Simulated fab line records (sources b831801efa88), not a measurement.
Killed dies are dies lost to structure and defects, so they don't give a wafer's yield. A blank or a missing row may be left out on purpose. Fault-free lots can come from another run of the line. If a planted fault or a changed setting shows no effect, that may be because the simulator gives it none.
The tool behind it: which one? | flow sky130 | 15 lots with 45 wafers sampled at 3 steps, on a route of 708 steps

== WHAT THE GAUGES SHOWED, per wafer ==
SKY_VT_ADJUST_NCORE_OVL_MEAS_08. Usual: VT_ADJUST_NCORE_OVL 0.1 nm, standard deviation 1.5.
lot  | measured     | on         | VT_ADJUST_NCORE_OVL (nm) | flag
L268 | day 8 11:37  | overlay-01 | 1.0 0.4 0.7              |
L269 | day 8 20:04  | overlay-01 | 1.7 1.1 0.7              |
L270 | day 9 16:01  | overlay-02 | 2.7 1.8 1.5              |
L271 | day 9 20:04  | overlay-01 | 0.5 1.7 -0.7             |
L274 | day 10 16:17 | overlay-02 | -1.3 -2.9 -0.9           |
L275 | day 10 19:28 | overlay-02 | 2.3 -0.3 0.9             |
L276 | day 11 01:26 | overlay-02 | -0.6 2.1 1.0             |
L277 | day 11 15:43 | overlay-02 | -0.6 -0.6 -0.1           |
L278 | day 11 19:31 | overlay-01 | -2.0 -1.2 -2.1           |
L279 | day 11 20:21 | overlay-01 | -1.3 -2.6 0.8            |
L286 | day 14 15:02 | overlay-01 | -1.3 -1.7 -2.1           |
L285 | day 14 15:46 | overlay-02 | 2.8 0.7 2.1              |
L287 | day 14 18:28 | overlay-01 | 2.6 3.3 3.3              |
L288 | day 14 20:04 | overlay-01 | 2.1 1.3 1.4              |
L290 | day 15 18:56 | overlay-01 | 0.7 0.7 0.9              |

SKY_VT_ADJUST_PCH_OVL_MEAS_07. Usual: VT_ADJUST_PCH_OVL 0.3 nm, standard deviation 1.5.
lot  | measured     | on         | VT_ADJUST_PCH_OVL (nm) | flag
L268 | day 10 07:08 | overlay-02 | -0.8 0.0 0.6           |
L269 | day 10 15:47 | overlay-02 | 0.2 -1.0 -1.0          |
L270 | day 11 12:12 | overlay-02 | 2.1 1.7 2.6            |
L271 | day 11 17:47 | overlay-02 | -1.0 -1.6 -0.5         |
L274 | day 12 16:57 | overlay-01 | 2.9 2.4 1.9            |
L275 | day 12 20:23 | overlay-01 | -2.8 -0.3 -2.5         |
L276 | day 13 02:42 | overlay-02 | 0.3 1.7 2.8            |
L277 | day 13 17:14 | overlay-02 | -2.6 -2.1 -2.5         |
L278 | day 13 21:08 | overlay-01 | -0.2 -0.1 -0.3         |
L279 | day 13 23:03 | overlay-01 | 1.0 0.1 1.6            |
L286 | day 16 22:09 | overlay-01 | 0.8 -0.2 0.3           |
L285 | day 16 23:45 | overlay-01 | 0.4 0.0 -0.5           |
L287 | day 17 02:24 | overlay-01 | 3.2 2.7 2.5            |
L288 | day 17 04:14 | overlay-02 | -0.9 -1.3 -0.8         |
L290 | day 18 05:04 | overlay-01 | 2.5 2.8 2.0            |

SKY_SONOS_TUNNEL_TW_MEAS_12. Usual: SONOS_TUNNEL_TW 200.0, standard deviation 1.7.
lot  | measured     | on            | SONOS_TUNNEL_TW   | flag
L268 | day 11 07:13 | film-metro-02 | 201.7 200.5 200.0 |
L269 | day 11 15:52 | film-metro-03 | 199.2 199.1 198.7 |
L270 | day 12 13:50 | film-metro-03 | 198.4 197.5 198.4 |
L271 | day 12 19:40 | film-metro-03 | 198.8 199.0 198.3 |
L274 | day 13 18:13 | film-metro-02 | 199.9 199.8 200.6 |
L275 | day 13 20:56 | film-metro-03 | 197.0 196.4 196.3 |
L276 | day 14 03:50 | film-metro-03 | 198.3 198.3 199.1 |
L277 | day 14 20:50 | film-metro-02 | 203.3 202.7 202.5 |
L278 | day 14 23:59 | film-metro-04 | 201.2 201.5 199.5 |
L279 | day 15 00:58 | film-metro-04 | 199.3 201.9 201.4 |
L286 | day 18 03:50 | film-metro-03 | 198.5 197.7 198.4 |
L285 | day 18 05:49 | film-metro-02 | 200.1 202.9 201.7 |
L287 | day 18 08:07 | film-metro-04 | 201.2 202.2 201.9 |
L288 | day 18 11:05 | film-metro-02 | 200.2 199.9 200.6 |
L290 | day 19 12:51 | film-metro-04 | 199.5 198.8 199.6 |

== WHICH TOOL RAN EACH LOT (tool, then ch and the chambers of the sampled wafers, then the start) ==
The record holds no process step before these readings.

== AS READ BY THE TOOLS THEMSELVES (means over the sampled wafers that have a number; for cases with no such wafer, the mark the record gives instead) ==
The record holds no such reading with a usual standard deviation.

== THE ANSWER, worked out from the rows above alone ==
Rule: a lot counts as off when the mean over its wafers that have a number is more than 3 standard deviations away from the usual mean. A lot without any number at a reading at which 4 lots or more have one is off too. All remaining lots with rows at the step are treated as sound. The gauges are gone through in route order, then the tools' own readings, and for those a lot's mean is taken as printed above. The first step at which some lot is off is used, and at that step the reading that is off furthest; a lot without a number counts as furthest.
None of the lots is off at any reading shown; this tells nothing.

== WHAT WAS PUT IN BY THE SIMULATOR ==
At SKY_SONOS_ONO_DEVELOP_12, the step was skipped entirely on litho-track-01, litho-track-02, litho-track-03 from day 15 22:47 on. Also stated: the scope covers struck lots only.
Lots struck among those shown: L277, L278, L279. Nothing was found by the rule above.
